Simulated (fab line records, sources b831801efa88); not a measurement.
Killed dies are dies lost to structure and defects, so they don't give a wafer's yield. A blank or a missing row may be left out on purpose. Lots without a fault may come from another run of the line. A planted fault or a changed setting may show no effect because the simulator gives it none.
fab line records | flow sky130
record lots=6 wafers=18 last_day=49
route steps=708 shown VT_ADJUST_LVTN@102 PAD_OPEN@708
lots that met no fault: from a run of the same line without faults
start_h: hours from the record's first day to the start of the lot's first wafer shown | wait_h: hours since the lot's step before | " the same as in the row above | L1.1+2: a row that stands for several wafers | - no value, or no start given | * or withheld: withheld | < > ~ a bound
route shown NAME@n: a module of which the file shows steps, and the number in the route of the first | usual: mean/standard deviation of fault-free wafers | same: alike in all rows | chamber/n: place in a boat | sites: the reading at each site | _std_site: their standard deviation | _edge_site: outer sites' mean less inner sites' | radius_mm: how far each site lies from the wafer's centre | mask NAME#n: copy n | behind: the tool/chamber that last shaped the wafer | hold: why the lot was held/for how many hours/how that ended | device: the transistor (n, p or np) that didn't switch | end of line: the same wafers' tests at the end of the route | a step without rows: its recipe alone | killed: dies lost to structure and defects at the first sort, not the wafer's yield | map: a wafer's dies, x killed, . not, _ none there
set.NAME: the setting as run; set.NAME@STEP: as run at that earlier step | model.NAME: the simulator's own value behind a step, which no gauge read
lots at some steps of the route; a table a step, a row a wafer
services: from which hour (start_h, from the record's first day; less than 0 if before it) a tool's chamber was out of use, for how many hours, and why
## steps
# step SKY_VT_ADJUST_LVTN_PEB_05
# recipe temp_c=115 time_s=withheld
# step SKY_VT_ADJUST_LVTN_DEVELOP_06
# recipe wall_angle_deg=90 developer=TMAH develop_time_s=60 dev_temp_c=23
# step SKY_VT_ADJUST_LVTN_OVL_MEAS_07
# usual VT_ADJUST_LVTN_OVL=0.5/1.5
# columns lot.wafer tool chamber start_h wait_h VT_ADJUST_LVTN_OVL[nm]
L439.1 overlay-01 - 159.16 - -1.2
L439.3 " - " " -1.1
L439.4 " - " " -0.7
L442.1 overlay-02 - 174.30 - -0.6
L442.3 " - " " -1.1
L442.4 " - " " -0.4
L443.1 overlay-01 - 177.91 - 1.5
L443.4 " - " " -1.7
L443.6 " - " " 1.4
L451.1 overlay-02 - 229.60 - -0.2
L451.4 " - " " 2.2
L451.5 " - " " 1.3
L455.2 overlay-02 - 255.92 - -0.3
L455.4 " - " " 0.1
L455.6 " - " " -0.4
L457.3 overlay-01 - 276.16 - -0.6
L457.4 " - " " 1.1
L457.6 " - " " 1.0
# step SKY_VT_ADJUST_LVTN_IMPLANT_08
# recipe species=B energy_kev=30 dose_cm2=1.57e+12 tilt_deg=withheld
# step SKY_VT_ADJUST_LVTN_STRIP_09
# recipe chemistry=O2/N2 power_w=1400 pressure_mtorr=1500 platen_temp_c=withheld o2_flow_sccm=3000 n2_flow_sccm=300 overash_fraction=0.5
# usual drypump_motor_current_A=5.82/0.24 oes_product_au=0.722/0.0049 strip_time_to_endpoint_s=36.99/0.11
# columns lot.wafer tool chamber start_h wait_h drypump_motor_current_A oes_product_au rf_hours_counter_h strip_time_to_endpoint_s
L439.1 plasma_asher-03 0 159.35 0.1 5.60 0.724 36 37.04
L439.3 " 1 " " 6.25 0.715 - 37.15
L439.4 " 0 " " 5.64 0.717 - 37.04
L442.1 plasma_asher-03 1 174.49 0.1 6.26 0.712 38 37.05
L442.3 " 1 " " 6.27 0.725 - 37.02
L442.4 " 0 " " 5.58 0.726 - 37.14
L443.1 plasma_asher-02 0 178.10 0.1 5.68 0.719 52 37.05
L443.4 " 1 " " 5.92 0.717 - 37.04
L443.6 " 1 " " 5.91 0.726 - 37.04
L451.1 plasma_asher-01 1 229.79 0.1 5.71 0.723 54 36.93
L451.4 " 0 " " 5.61 0.721 - 36.98
L451.5 " 1 " " 5.75 0.721 - 36.97
L455.2 plasma_asher-02 1 256.10 0.1 5.88 0.712 59 37.00
L455.4 " 0 " " 5.68 0.729 - 37.06
L455.6 " 0 " " 5.69 0.723 - 36.97
L457.3 plasma_asher-02 0 276.37 0.1 5.68 0.726 - 37.09
L457.4 " 1 " " 5.88 0.722 - 37.07
L457.6 " 0 " " 5.69 0.717 - 37.15
# step SKY_VT_ADJUST_LVTN_TW_MEAS_10
# usual VT_ADJUST_LVTN_TW=243.4/1.2
# columns lot.wafer tool chamber start_h wait_h VT_ADJUST_LVTN_TW
L439.1 film_metro-01 - 159.45 0.1 242.8
L439.3 " - " " 243.2
L439.4 " - " " 242.9
L442.1 film_metro-04 - 174.59 0.1 244.1
L442.3 " - " " 242.6
L442.4 " - " " 243.5
L443.1 film_metro-04 - 178.20 0.1 242.4
L443.4 " - " " 242.1
L443.6 " - " " 243.6
L451.1 film_metro-03 - 229.89 0.1 243.1
L451.4 " - " " 244.3
L451.5 " - " " 245.0
L455.2 film_metro-01 - 256.21 0.1 243.4
L455.4 " - " " 242.8
L455.6 " - " " 243.1
L457.3 film_metro-03 - 276.46 0.1 242.6
L457.4 " - " " 242.9
L457.6 " - " " 243.8
# step SKY_VT_ADJUST_LVTN_DEHYDRATE_11
# recipe temp_c=200 time_s=60
# step SKY_VT_ADJUST_LVTN_HMDS_12
# recipe prime_time_s=60 prime_temp_c=120
# step SKY_VT_ADJUST_LVTN_COAT_13
# recipe resist=NOVOLAK spin_rpm=3000 resist_thk_nm=1140
# step SKY_VT_ADJUST_LVTN_SOFTBAKE_14
# recipe temp_c=90 time_s=60 resist=NOVOLAK
# step SKY_VT_ADJUST_LVTN_EXPOSE_15
# recipe mask_id=HVN_STD_DERIVED na=0.6 source_shape=conventional sigma_outer=0.6 polarization=unpolarized target_cd_nm=600 dose_mj=163
# step SKY_VT_ADJUST_LVTN_PEB_16
# recipe temp_c=withheld time_s=* resist=NOVOLAK
# step SKY_VT_ADJUST_LVTN_DEVELOP_17
# recipe resist=NOVOLAK developer=TMAH develop_time_s=60 dev_temp_c=23
# usual developer_temp_C=22.99/0.099
# columns lot.wafer tool chamber start_h wait_h developer_temp_C
L439.1 litho_track-04 0 178.06 0.1 23.01
L439.3 " 0 " " 22.87
L439.4 " 0 " " 22.97
L442.1 litho_track-04 0 194.51 0.1 25.21
L442.3 " 0 " " 25.15
L442.4 " 0 " " 25.33
L443.1 litho_track-04 0 197.91 0.1 25.28
L443.4 " 0 " " 25.19
L443.6 " 0 " " 25.33
L451.1 litho_track-01 0 252.50 0.1 22.84
L451.4 " 0 " " 22.97
L451.5 " 0 " " 23.05
L455.2 litho_track-04 0 279.74 0.1 22.95
L455.4 " 0 " " 22.97
L455.6 " 0 " " 22.74
L457.3 litho_track-04 0 300.66 0.1 22.97
L457.4 " 0 " " 22.77
L457.6 " 0 " " 22.84
# step SKY_VT_ADJUST_LVTN_OVL_MEAS_18
# usual VT_ADJUST_LVTN_01_OVL=-0.6/1.6
# columns lot.wafer tool chamber start_h wait_h VT_ADJUST_LVTN_01_OVL[nm]
L439.1 overlay-02 - 178.21 0.1 -1.1
L439.3 " - " " -1.6
L439.4 " - " " -2.0
L442.1 overlay-02 - 194.66 0.1 -1.3
L442.3 " - " " -1.0
L442.4 " - " " -2.3
L443.1 overlay-02 - 198.06 0.1 -1.6
L443.4 " - " " -2.8
L443.6 " - " " -2.6
L451.1 overlay-02 - 252.65 0.1 -2.5
L451.4 " - " " -1.3
L451.5 " - " " -1.7
L455.2 overlay-02 - 279.87 0.1 -0.8
L455.4 " - " " -0.2
L455.6 " - " " 0.6
L457.3 overlay-01 - 300.77 0.1 -2.1
L457.4 " - " " -0.2
L457.6 " - " " -0.7
# step SKY_PAD_OPEN_PROBE_99
# usual killed_at_M0_to_M3=43/7.7 killed_at_M4_up=2.9/1.9 killed_at_contacts=24/5.9 killed_at_front_end=16/5.1 killed_at_other=0.3/0.63 killed_dies=86/10 killed_open=47/7.6 killed_short=39/6.8
# same gross_dies=492 killed_at_back_side=0
# columns lot.wafer tool chamber start_h wait_h killed_at_M0_to_M3 killed_at_M4_up killed_at_contacts killed_at_front_end killed_at_other killed_dies killed_open killed_short
L442.1 prober-02 - 1103.19 0.1 42 1 15 13 1 72 42 29
L442.3 prober-02 - 1103.29 0.2 52 2 17 6 0 77 44 32
L442.4 prober-02 - 1103.34 0.2 50 1 24 9 3 87 47 37
# killed by level:class
L442.1 VIA3:geometric_particle:open=10 VIA1:geometric_particle:open=10 VIA1:geometric_particle:short=5 FIELD_ISO:geometric_particle:open=4 VIA2:geometric_particle:short=4 VIA2:geometric_particle:open=4 POLY_GATE:geometric_particle:open=3 LOCAL_INTERCONNECT:geometric_particle:short=3
L442.3 VIA1:geometric_particle:open=11 VIA1:geometric_particle:short=8 VIA2:geometric_particle:open=8 LI_CONTACT:geometric_particle:open=7 VIA2:geometric_particle:short=7 CONTACT:geometric_particle:open=6 VIA3:geometric_particle:open=5 VIA3:geometric_particle:short=5
L442.4 VIA1:geometric_particle:open=14 CONTACT:geometric_particle:open=8 VIA3:geometric_particle:open=8 LI_CONTACT:geometric_particle:open=7 LOCAL_INTERCONNECT:geometric_particle:short=6 VIA2:geometric_particle:short=6 METAL1:geometric_particle:short=5 VIA1:geometric_particle:short=5
## services
# columns tool chamber start_h hours kind
plasma_asher-02 - 214.77 4.3 pm
plasma_asher-03 - 222.11 1.9 repair
plasma_asher-02 - 277.96 14.2 repair
## key
first_sign step=SKY_VT_ADJUST_LVTN_DEVELOP_17 reading=developer_temp_C direction=up sigmas=23 usual=* struck=*
effect none on later readings
met_at SKY_VT_ADJUST_LVTN_DEVELOP_17
struck_wafers L442.1,L442.3,L442.4,L443.1,L443.4,L443.6
tester_left_out L442,L443
onset_between 178.06 194.51
fault kind=process_parameter_drift tool=litho_track-04 chamber=- onset_h=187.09 steps=SKY_VT_ADJUST_LVTN_DEVELOP_17 channel=dev_temp_c offset=* shape=step end_h=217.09 acts_in=* stated=*
# tester_left_out: of these lots the tester's yield and bins aren't shown, on N5 and GAA mostly nor the transistor test; their killed dies are dies lost to structure and defects alone, not to doping, threshold or leakage, so they don't give the yield
